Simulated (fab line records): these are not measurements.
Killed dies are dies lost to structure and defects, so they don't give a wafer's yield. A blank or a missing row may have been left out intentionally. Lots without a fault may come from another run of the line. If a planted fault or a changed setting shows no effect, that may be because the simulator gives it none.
A lot that was struck, set against a sound lot | flow sfqLine | 19 out of 325 route steps
Sound: these wafers, L930.1, L930.3, L930.5. Struck: wafer L938.5 (left out: L938.3, L938.6 of the same lot, which were not struck); the cause appears at the end.
At each step with rows: each side's tool, then ch and its chambers, then its first start. Under that, the readings that differ: sound wafers | struck wafers | difference of the means | sigmas: that difference in standard deviations of wafers without a fault.
alike: a reading whose means differ by less than 2 such deviations, as well as words and numbers matching on both sides. not compared: withheld readings; readings where some wafer has no value; bounds like >300 that might hide an equal value; numbers whose values overlap and for which the record gives no deviation.
A row with sigmas, a row that says differs or no value, or rows on one side alone: a step with any of these is where the two part. Numbers that have no deviation but don't overlap get no sigmas and don't part them. A reading that every wafer of one side lacks parts them only if that side has two wafers or more.

first, 1 step without rows for these wafers: SFQ_TRILAYER_M5_STRIP_SOLV_CLEAN_128 (cleans in NMP, time 600 s).
SFQ_TRILAYER_A5B_DEP_PECVD_129: deposits SiO2 from SiH4/N2O, time 133.33 s, target thk 600 nm.
  sound on pecvd-01 ch 0,1,2, day 43 18:55; struck on pecvd-02 ch 1, day 47 13:37
reading              | sound          | struck | difference | sigmas
throttleValvePct (%) | 26.3 24.5 24.6 | 22.9   | -2.2       | -2
  alike: chamberPressureTorr, heaterPowerW
then, 1 step without rows for these wafers: SFQ_TRILAYER_A5B_CMP_CMP_130 (polishes, stops on Nb, target thk 340.7 nm).
SFQ_TRILAYER_A5B_METRO_MEASURE_131:
  sound on filmMetro-04, day 44 03:53; struck on filmMetro-02, day 47 18:22
  alike: thkNm
SFQ_TRILAYER_R5_DEP_SPUTTER_132: material Ti, target thk 5 nm, time 5 s.
  sound on pvdSputter-03, day 44 05:05; struck on pvdSputter-05, day 47 19:10
reading                | sound                | struck | difference | sigmas
chamberPressurePa (Pa) | 0.4017 0.3991 0.3990 | 0.4018 | +0.0019    | +2
throttleValvePct (%)   | 28.0 30.3 30.3       | 32.5   | +3.0       | +2
then, 1 step without rows for these wafers: SFQ_TRILAYER_R5_DEP_SPUTTER_133 (material MoNx, target thk 40 nm, time 66.7 s).
SFQ_TRILAYER_R5_DEP_SPUTTER_134: material Ti, target thk 5 nm, time 5 s.
  sound on pvdSputter-03, day 44 05:10; struck on pvdSputter-05, day 47 19:14
reading              | sound          | struck | difference | sigmas
throttleValvePct (%) | 27.9 30.4 30.5 | 32.7   | +3.1       | +2
  alike: chamberPressurePa
SFQ_R5_RS_MEAS_933: the measuring method here is four-point-probe.
  sound on filmMetro-02, day 44 05:11; struck on filmMetro-04, day 47 19:18
reading             | sound          | struck | difference | sigmas
R5_MONX_RS (ohm/sq) | 7.07 6.91 6.91 | 7.22   | +0.26      | +4
SFQ_R5_THK_MEAS_934: measures by xrf.
  sound on filmMetro-02, day 44 05:18; struck on filmMetro-04, day 47 19:24
reading          | sound          | struck | difference | sigmas
R5_MONX_THK (nm) | 40.2 41.2 41.0 | 39.8   | -1.0       | -3
then, 3 steps without rows for these wafers: SFQ_TRILAYER_R5_LITHO_COAT_141 (resist thk 62 nm); SFQ_TRILAYER_R5_LITHO_COAT_136 (resist thk 600 nm); SFQ_TRILAYER_R5_LITHO_SOFTBAKE_140.
SFQ_TRILAYER_R5_LITHO_EXPOSE_137: exposes mask R5, target cd 500 nm.
  sound on krfScanner-01 ch 0, day 47 02:38; struck on krfScanner-01 ch 0, day 47 22:14
  alike: mask
then, 2 steps without rows for these wafers: SFQ_TRILAYER_R5_LITHO_PEB_139 (peb time 60 s); SFQ_TRILAYER_R5_LITHO_DEVELOP_138 (time 60 s).
SFQ_R5_OVL_MEAS_935:
  sound on overlay-01, day 47 04:08; struck on overlay-01, day 47 23:20
  alike: R5_OVL
SFQ_TRILAYER_R5_BARC_OPEN_METAL_ETCH_177: etches BARC in O2, target depth 125 nm, time 41.7 s.
  sound on rieMetal-01 ch 0,1, day 47 04:10; struck on rieMetal-03 ch 1, day 47 23:23
reading            | sound             | struck | difference | sigmas
model.R5.cdNm (nm) | 499.4 499.8 500.9 | 495.9  | -4.1       | 
  alike: drypumpMotorCurrentA, oesProductAu
  not compared: rfHoursCounterH
SFQ_TRILAYER_R5_ETCH_METAL_ETCH_139: etches the open film in Cl2, stops on SiO2, target depth 60 nm, time 40 s.
  sound on rieMetal-01 ch 0,1, day 47 04:13; struck on rieMetal-03 ch 1, day 47 23:26
reading            | sound             | struck | difference | sigmas
model.R5.cdNm (nm) | 499.1 500.1 500.3 | 495.4  | -4.4       | 
  alike: drypumpMotorCurrentA, oesProductAu
  not compared: rfHoursCounterH
SFQ_TRILAYER_R5_STRIP_STRIP_140: strips in O2.
  sound on rieMetal-01 ch 0,1, day 47 04:17; struck on rieMetal-03 ch 1, day 47 23:41
  alike: drypumpMotorCurrentA, oesProductAu, platenTempC
  not compared: rfHoursCounterH

## WHERE THEY PART
Last at SFQ_R5_THK_MEAS_934 as far as this record goes, first at SFQ_TRILAYER_A5B_DEP_PECVD_129. Later steps at which nothing parts them and some readings are alike: SFQ_TRILAYER_R5_LITHO_EXPOSE_137, SFQ_R5_OVL_MEAS_935, SFQ_TRILAYER_R5_BARC_OPEN_METAL_ETCH_177, SFQ_TRILAYER_R5_ETCH_METAL_ETCH_139, SFQ_TRILAYER_R5_STRIP_STRIP_140.

WHY: whatever the simulator had introduced
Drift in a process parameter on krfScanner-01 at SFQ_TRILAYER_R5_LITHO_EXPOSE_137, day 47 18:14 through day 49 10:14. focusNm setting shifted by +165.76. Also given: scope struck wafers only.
